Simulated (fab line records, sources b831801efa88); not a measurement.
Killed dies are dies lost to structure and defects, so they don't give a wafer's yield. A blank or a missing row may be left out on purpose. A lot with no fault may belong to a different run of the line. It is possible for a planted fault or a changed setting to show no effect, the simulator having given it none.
Problem report, 8D (eight disciplines) form, completed by code / flow gf180mcu / the parts of the form that need people (team, actions taken, sign-off) are left out

== 1. PROBLEM STATEMENT ==
CONTACT_W_RS at GF_CONTACT_RS_MEAS_25 reads a mean of 0.442 ohm/sq on 3 wafers of 2 lots; wafers without a fault read 0.383 ohm/sq with a standard deviation of 0.0047. That puts it +13 standard deviations away from the usual mean.
The step: measures by four-point-probe.
The first sign was on wafer L105.4 at day 19 11:29, on film_metro-04. Wafers with a number at this step in the record: 36, from 12 lots. Rule for "out" (also "out of limits"): further than 4 standard deviations from the usual mean. The rest of the wafers with a number are treated as sound.

== 2. WHAT IT IS, AND WHAT IT ISN'T ==
question=which readings at this step | is=CONTACT_W_RS | is not=-
question=which lots | is=L105, L106 | is not=L102, L108, L110, L113, L114, L116, L117, L119, L997, L999
question=which wafers of those lots | is=L105.4, L106.1, L106.5 | is not=L105.3, L105.5, L106.6
question=read on which gauges | is=film_metro-02, film_metro-04 | is not=film_metro-01
question=when | is=from day 19 11:29 | is not=up to then (11 sound wafers); but 22 sound wafers of L106, L108, L110, L113, L114, L116, L117, L119 came after

== 3. WHAT RULES OUT EACH SUSPECT ==
Counting: any tool at a process step up to the reading remains a suspect provided it ran every lot that is out. Sound lots after the first of them don't rule it out here, since some wafers of a struck lot are sound.
- the gauge at GF_CONTACT_RS_MEAS_25 is ruled out. Those wafers that are out were read across 2 gauges (film_metro-02, film_metro-04).
- cvd_w-01 at GF_CONTACT_CVD_24 (deposits W, target thk 300 nm, time 90.339 s): kept. Ran every lot that is out, first one L105 (day 19 11:23); last sound lot up to then L999 (day 17 11:49). Out on those wafers are its own readings of susceptor_temp_C.
- At GF_CONTACT_CVD_24 on cvd_w-01, chamber 0 took the sound wafers of the same lots and chamber 1 took the wafers that are out.
The count leaves cvd_w-01 at GF_CONTACT_CVD_24.

== 4. THE CAUSE (what the simulator had put in) ==
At GF_CONTACT_CVD_24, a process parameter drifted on cvd_w-01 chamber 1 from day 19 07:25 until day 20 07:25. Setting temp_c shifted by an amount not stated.
This tool alone remained once counting was done.

== 5. SEQUENCE OF EFFECTS, ordered by route ==
Each row: a reading whose mean over the struck wafers that have a number lies more than 3 standard deviations from the usual. Only readings whose record carries a usual standard deviation are examined. hours: median over the lots of the time between each lot's start at the first step of this table that gives one and its start at this step. sigmas: the change, counted in usual standard deviations.
hours=0; step=GF_CONTACT_CVD_24; reading=susceptor_temp_C; usual=400.00 C; on struck wafers=392.54; change=-7.46; sigmas=-36
hours=0; step=GF_CONTACT_RS_MEAS_25; reading=CONTACT_W_RS; usual=0.383 ohm/sq; on struck wafers=0.442; change=+0.059; sigmas=+13
hours=0; step=GF_CONTACT_THK_MEAS_26; reading=CONTACT_W_THK; usual=295 nm; on struck wafers=256; change=-39; sigmas=-8.4
hours=0; step=GF_CONTACT_CMP_27; reading=time_to_endpoint_s; usual=73 s; on struck wafers=57; change=-16; sigmas=-3.9
Its process steps:
- GF_CONTACT_CVD_24: deposits W, target thk 300 nm, time 90.339 s.
- GF_CONTACT_CMP_27: polishes, stops on SiO2, t overpolish 15 s, target thk 0 nm.
Later measuring or inspecting steps at which every struck wafer that the step has a row for has a number for every such reading, and none has moved that far: GF_M2_THK_MEAS_06, GF_M2_CD_MEAS_14.

== 6. HOW IT WOULD HAVE BEEN CAUGHT EARLIER ==
The first out-of-limits reading at a measuring or inspecting step in this record came at day 19 11:29, 4 hours after the fault's start at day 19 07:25.
The tool's own readings at GF_CONTACT_CVD_24 were out on every struck wafer that the step has a row for (susceptor_temp_C): an alarm limit on them would have fired on the first of those.
Among the 2 lots that are out, L106 began GF_CONTACT_CVD_24 on cvd_w-01 after day 19 11:29. Had the tool been put on hold then, it would have been spared.
